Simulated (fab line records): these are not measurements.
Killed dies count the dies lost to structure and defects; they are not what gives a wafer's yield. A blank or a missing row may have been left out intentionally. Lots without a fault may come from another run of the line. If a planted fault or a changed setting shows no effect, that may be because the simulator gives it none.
The same fault as seen by 2 desks -- flow sky130 -- each desk holds nothing but its own numbers, with what lay behind them at the end

DESK OF THE TOOL OWNER: plasma_asher-01
The tool's own readings at SKY_NWELL_STRIP_25 (strips in O2/N2): means of the sampled wafers that have a number, for each lot that ran on this tool. Any lot whose mean is over 4 standard deviations away from the usual mean is out of limits and marked OUT; that distance is given in the brackets.
Columns: A = drypump_motor_current_A at SKY_NWELL_STRIP_25, usual 5.6 A; B = n2_flow_sccm at SKY_NWELL_STRIP_25, usual 299.9 sccm; C = oes_product_au at SKY_NWELL_STRIP_25, usual 0.722 a.u.; D = strip_time_to_endpoint_s at SKY_NWELL_STRIP_25, usual 36.92 s
lot,first seen here,A,B,C,D
L383,day 5 12:16,5.5,300.6,0.720,36.85
L386,day 6 10:04,5.4,299.7,0.724,36.84
L395,day 8 16:16,5.4,300.1,0.723,37.08
L397,day 9 02:56,5.4,300.4,0.722,36.92
Result from this desk: across the 4 lots, nothing is out of limits.

AT THE METROLOGY DESK
What the gauges read for every lot (on any tool): the sampled wafers with a number, averaged. Any lot whose mean is over 4 standard deviations away from the usual mean is out of limits and marked OUT; that distance is given in the brackets.
Columns: A = VIA3_W_THK at SKY_VIA3_THK_MEAS_23, usual 401 nm
lot,first seen here,A
L382,day 39 09:51,402
L383,day 39 23:24,406
L386,day 40 23:16,400
L387,day 41 03:19,396
L388,day 41 04:42,395
L395,day 43 13:44,402
L397,day 43 21:47,396
L398,day 44 11:53,401
L400,day 44 18:00,404
L399,day 44 20:46,409
L401,day 44 22:56,406
L403,day 45 11:46,399
Result from this desk: across the 12 lots, nothing is out of limits.

ALL TOGETHER
The desk of the tool owner found nothing out of limits.
Nothing out of limits was seen by the metrology desk.

WHAT WAS PUT IN BY THE SIMULATOR
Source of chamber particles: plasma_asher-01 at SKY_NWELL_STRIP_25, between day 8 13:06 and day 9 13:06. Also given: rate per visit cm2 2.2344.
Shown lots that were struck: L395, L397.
